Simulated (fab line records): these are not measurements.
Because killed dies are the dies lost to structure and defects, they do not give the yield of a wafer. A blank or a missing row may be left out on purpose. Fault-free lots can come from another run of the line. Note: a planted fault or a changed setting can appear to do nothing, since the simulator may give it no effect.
Problem report in the 8D (eight disciplines) form, filled by code || flow gf180mcu || the parts of the form that need people (team, actions taken, sign-off) are left out

## 1. WHAT WENT WRONG
Wafers free of any fault read 1447 (standard deviation 6.7) for HV_LDD_3_TW at GF_HV_LDD_TW_MEAS_38, against a mean of 1408 on 6 wafers of 2 lots. Measured from the usual mean, that is -5.8 standard deviations.
First observed at day 18 10:49: wafer L130.1, on filmMetro-01. The record holds 33 wafers of 11 lots with a number at this step. The rule behind "out" and "out of limits": a value lying over 4 standard deviations away from the usual mean. The rest of the wafers with a number are treated as sound.

## 2. WHAT IT IS, AND WHAT IT ISN'T
{"question": "which readings at this step", "is": "HV_LDD_3_TW", "is not": "-"}
{"question": "which lots", "is": "L130, L131", "is not": "L109, L110, L113, L114, L115, L121, L122, L127, L132"}
{"question": "which wafers of those lots", "is": "all that have a number", "is not": "-"}
{"question": "read on which gauges", "is": "filmMetro-01, filmMetro-03", "is not": "filmMetro-04"}
{"question": "when", "is": "from day 18 10:49", "is not": "up to then (24 sound wafers); but 3 sound wafers of L132 came after"}

## 3. SUSPECTS, AND WHAT RULES EACH OUT
Counting: any tool at a process step up to the reading is kept as a suspect provided that every lot that is out went through it and no sound lot did after the first of them.
- the gauge at GF_HV_LDD_TW_MEAS_38: ruled out. The wafers that are out were read on 2 gauges (filmMetro-01, filmMetro-03).
- rtpAnneal-01 at GF_VT_IMPLANT_RTA_45 (time 30 s): kept. All lots that are out passed through it, beginning with L130 at day 13 13:07, and no sound lot followed; its final sound lot before that point was L122 at day 11 03:29.
- implanter-03 at GF_HV_LDD_IMPLANT_35: kept. All lots that are out passed through it, beginning with L130 at day 18 10:25, and no sound lot followed; its final sound lot before that point was L121 at day 15 08:11. Its own doseIonsCm2, faradayCurrentUA readings are out on those wafers.
Left after counting: rtpAnneal-01 at GF_VT_IMPLANT_RTA_45, implanter-03 at GF_HV_LDD_IMPLANT_35.

## 4. THE CAUSE (what the simulator had put in)
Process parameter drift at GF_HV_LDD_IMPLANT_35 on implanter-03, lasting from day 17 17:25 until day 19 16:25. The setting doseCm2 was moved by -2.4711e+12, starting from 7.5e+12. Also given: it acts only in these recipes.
Counting left 2 suspects, and this tool is among them.

## 5. THE CHAIN OF EFFECTS, in route order
Each row: a reading whose mean over the struck wafers that have a number lies more than 3 standard deviations from the usual. Readings are gone through only where the record gives a usual standard deviation; hours: the median, over the lots, of the time from a lot's start at the first step in this table giving one to that lot's start at this step; sigmas: the change measured in usual standard deviations.
{"hours": 0, "step": "GF_HV_LDD_IMPLANT_35", "reading": "doseIonsCm2", "usual": 7.499e+12, "on struck wafers": 5.018e+12, "change": -2.481e+12, "sigmas": "-99 or more"}
{"hours": 0, "step": "GF_HV_LDD_IMPLANT_35", "reading": "faradayCurrentUA", "usual": 42.2, "on struck wafers": 28.1, "change": -14.1, "sigmas": -18}
{"hours": 0, "step": "GF_HV_LDD_TW_MEAS_38", "reading": "HV_LDD_3_TW", "usual": 1447, "on struck wafers": 1408, "change": -39, "sigmas": -5.8}
{"hours": 27, "step": "GF_HV_LDD_RS_MEAS_53", "reading": "HV_LDD_RS", "usual": "418.3 ohm/sq", "on struck wafers": 424.3, "change": "+6.0", "sigmas": "+5.4"}
Here are the process steps it includes:
- GF_HV_LDD_IMPLANT_35

## 6. WHAT WOULD HAVE CAUGHT IT SOONER
Counted from the fault's start at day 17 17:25, it took 17 hours until the first out-of-limits reading at a measuring or inspecting step in this record, taken at day 18 10:49.
At GF_HV_LDD_IMPLANT_35, the tool's own readings (doseIonsCm2, faradayCurrentUA) were out on each struck wafer the step has a row for, so an alarm limit on them would have fired on the first such wafer.
L131, from the lots that are out (2), started GF_HV_LDD_IMPLANT_35 on implanter-03 later than day 18 10:49. Holding the tool at that time would have saved it.
